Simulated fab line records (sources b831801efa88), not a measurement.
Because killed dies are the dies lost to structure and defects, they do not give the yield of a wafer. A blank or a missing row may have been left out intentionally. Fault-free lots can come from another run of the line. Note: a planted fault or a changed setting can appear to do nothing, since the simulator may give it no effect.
Problem report, 8D (eight disciplines) form, completed by code || flow sky130 || the parts of the form that need people (team, actions taken, sign-off) are left out

1. WHAT WENT WRONG
Mean CONTACT_W_RS at SKY_CONTACT_RS_MEAS_25: 0.223 ohm/sq over 6 wafers in 2 lots; fault-free wafers: 0.341 ohm/sq, standard deviation 0.004. That is -30 standard deviations from the usual mean.
The step: measures by four-point-probe.
Seen first at day 36 11:21 on film_metro-03, wafer L781.4. Wafers with a number at this step in the record: 33, from 11 lots. By rule, "out" or "out of limits" means more than 4 standard deviations away from the usual mean. The other wafers with a number count as sound.

2. WHAT IT IS; WHAT IT IS NOT
{"question": "which readings at this step", "is": "CONTACT_W_RS", "is not": "-"}
{"question": "which lots", "is": "L781, L782", "is not": "L765, L766, L768, L769, L770, L771, L773, L783, L785"}
{"question": "which wafers of those lots", "is": "all that have a number", "is not": "-"}
{"question": "read on which gauges", "is": "film_metro-03, film_metro-04", "is not": "film_metro-01"}
{"question": "when", "is": "from day 36 11:21", "is not": "up to then (21 sound wafers); but 6 sound wafers of L783, L785 came after"}

3. THE SUSPECTS, EACH WITH WHAT RULES IT OUT
Counting: any tool at a process step up to the reading is kept as a suspect provided that every lot that is out went through it and no sound lot did after the first of them.
- the gauge at SKY_CONTACT_RS_MEAS_25: ruled out. 2 gauges (film_metro-03, film_metro-04) read the wafers that are out.
- rie_metal-02 at SKY_LOCAL_INTERCONNECT_ETCH_13 (etches BARC in N2/H2, stops on SiO2, time 45.9 s, target depth 60 nm): ruled out as a lasting fault. The sound lots L785 went through it after L781, its earliest lot that is out (day 35 07:51).
- cvd_w-02 at SKY_CONTACT_CVD_24 (deposits W, target thk 340 nm, time 102.12 s): kept. Every lot that is out went through it, starting with L781 (day 36 11:13), and after that it ran no sound lot; the last sound lot it ran before then is L773 (day 34 03:56).
Remaining after the count: cvd_w-02 at SKY_CONTACT_CVD_24.

4. THE CAUSE (what the simulator had put in)
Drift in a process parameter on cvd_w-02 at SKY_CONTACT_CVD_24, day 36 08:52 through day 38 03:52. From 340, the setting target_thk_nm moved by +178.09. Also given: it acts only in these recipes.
Only this tool survived the counting.

5. THE CHAIN OF EFFECTS, in route order
Each row: a reading whose mean over the struck wafers that have a number lies more than 3 standard deviations from the usual. Only readings whose record carries a usual standard deviation are examined. hours: median over the lots of the time between each lot's start at the first step of this table that gives one and its start at this step. sigmas: the change, counted in usual standard deviations.
{"hours": 0, "step": "SKY_CONTACT_RS_MEAS_25", "reading": "CONTACT_W_RS", "usual": "0.341 ohm/sq", "on struck wafers": 0.223, "change": -0.118, "sigmas": -30}
{"hours": 0, "step": "SKY_CONTACT_THK_MEAS_26", "reading": "CONTACT_W_THK", "usual": "341 nm", "on struck wafers": 522, "change": "+182", "sigmas": "+43"}
{"hours": 0, "step": "SKY_CONTACT_CMP_27", "reading": "time_to_endpoint_s", "usual": "82 s", "on struck wafers": 121, "change": "+39", "sigmas": "+10"}
It contains these process steps:
- SKY_CONTACT_CMP_27: polishes, stops on SiO2, t overpolish 15 s, target thk 0 nm.

6. HOW IT WOULD HAVE BEEN CAUGHT EARLIER
In this record the first reading out of limits at a measuring or inspecting step was taken at day 36 11:21, 2 hours after the fault began at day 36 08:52.
Tool readings at SKY_CONTACT_CVD_24 with a usual standard deviation given in the record: none out on any struck wafer, hence no alarm at a limit of 4 standard deviations on them.
Among the 2 lots that are out, L782 began SKY_CONTACT_CVD_24 on cvd_w-02 after day 36 11:21. A tool hold placed at that time would have kept it from harm.
